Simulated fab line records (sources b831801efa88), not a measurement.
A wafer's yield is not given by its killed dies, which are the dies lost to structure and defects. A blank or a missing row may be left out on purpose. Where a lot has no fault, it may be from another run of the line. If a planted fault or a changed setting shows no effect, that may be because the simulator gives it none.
Matching of chambers + flow gf180mcu + 3 sister chambers for GF_V3_CVD_02 on pecvd-04
The step deposits SiO2 from TEOS, target thk 850 nm, time 94.851 s. 6 wafers are shown with their chamber, then 12 later ones without.

## WAFERS, EACH WITH ITS CHAMBER
| wafer  | chamber | heater_power_w (W) |
|--------|---------|--------------------|
| L092.1 | 0       | 832                |
| L092.2 | 1       | 564                |
| L092.3 | 2       | 715                |
| L092.4 | 1       | 451                |
| L092.5 | 2       | 564                |
| L092.6 | 0       | 674                |

## WAFERS WHOSE CHAMBER IS MISSING
| wafer  | heater_power_w (W) |
|--------|--------------------|
| L093.1 | 482                |
| L093.3 | 747                |
| L093.6 | 556                |
| L094.2 | 843                |
| L094.4 | 661                |
| L094.5 | 704                |
| L095.2 | 540                |
| L095.3 | 688                |
| L095.4 | 558                |
| L097.4 | 571                |
| L097.5 | 704                |
| L097.6 | 751                |

## THE CHAMBER EACH PASSED THROUGH
| wafer  | from the rows above          | in truth |
|--------|------------------------------|----------|
| L093.1 | can't be placed: 1 or 2      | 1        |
| L093.3 | can't be placed: 0 or 2      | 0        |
| L093.6 | can't be placed: 1 or 2 or 0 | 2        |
| L094.2 | can't be placed: 0 or 2      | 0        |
| L094.4 | can't be placed: 2 or 0 or 1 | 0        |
| L094.5 | can't be placed: 0 or 2 or 1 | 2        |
| L095.2 | can't be placed: 1 or 2 or 0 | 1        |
| L095.3 | can't be placed: 2 or 0 or 1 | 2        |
| L095.4 | can't be placed: 1 or 2 or 0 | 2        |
| L097.4 | can't be placed: 1 or 2 or 0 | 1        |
| L097.5 | can't be placed: 0 or 2 or 1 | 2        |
| L097.6 | can't be placed: 0 or 2      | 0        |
0 of 12 placed correctly. Can't be placed from these rows: 12 (the true chamber is among the candidates in 12). Number placed wrongly: 0.
How it was worked out, from the rows above alone: a wafer's distance from a chamber is the root of the sum, over the readings, of the square of ((its reading less the chamber's mean) divided by the reading's scatter). The wafer belongs to the nearest chamber; if the next one is less than 2 further off, it can't be placed. For every chamber, the mean is computed from those of its wafers that are shown. The scatter is the square root of a quotient: the sum, over the shown wafers, of each reading's squared deviation from its chamber's mean, divided by wafers minus chambers.
